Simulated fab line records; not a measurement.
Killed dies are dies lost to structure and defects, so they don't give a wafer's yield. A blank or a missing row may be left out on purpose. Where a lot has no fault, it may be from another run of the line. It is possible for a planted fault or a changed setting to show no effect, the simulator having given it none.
Which of the tools did it?	flow sky130	6 lots, 18 wafers sampled, at 1 step of a route of 708

## WHAT EACH GAUGE READ, for each wafer
SKY_METAL3_CD_MEAS_13: the cd target is 300 nm.
lot	measured	on	cdNm (nm)
L521	day 39 03:26	cdSem-01	298.8 299.1 298.9
L523	day 39 23:59	cdSem-01	300.8 300.7 301.2
L527	day 41 13:17	cdSem-01	301.7 299.6 299.3
L533	day 42 19:45	cdSem-02	300.4 300.2 300.1
L537	day 43 22:23	cdSem-02	301.5 301.8 300.5
L541	day 44 17:07	cdSem-02	298.8 299.6 297.6

## EACH LOT AND THE TOOL THAT RAN IT (in order: tool; ch and the chambers of the sampled wafers; start)
The record shows no process step preceding these readings.

## THE ANSWER, worked out from the rows above alone
Rule: usual is defined by the lots themselves. Put in order of their means at a reading, lots are off if they are a third of the lots or fewer, leave a main group of 4 or more, and stand apart from it by a gap of 3 or more times the standard deviation of the main group's means; of several such gaps the widest counts. If all means in a main group match to the digits the tables above print for the reading, that group is not used. A lot without any number at a reading at which 4 lots or more have one is off too. Where the step has rows for the other lots, those lots are counted as sound.
No lot is off at any reading shown: from this, nothing can be told.

## WHAT THE SIMULATOR HAD INSERTED
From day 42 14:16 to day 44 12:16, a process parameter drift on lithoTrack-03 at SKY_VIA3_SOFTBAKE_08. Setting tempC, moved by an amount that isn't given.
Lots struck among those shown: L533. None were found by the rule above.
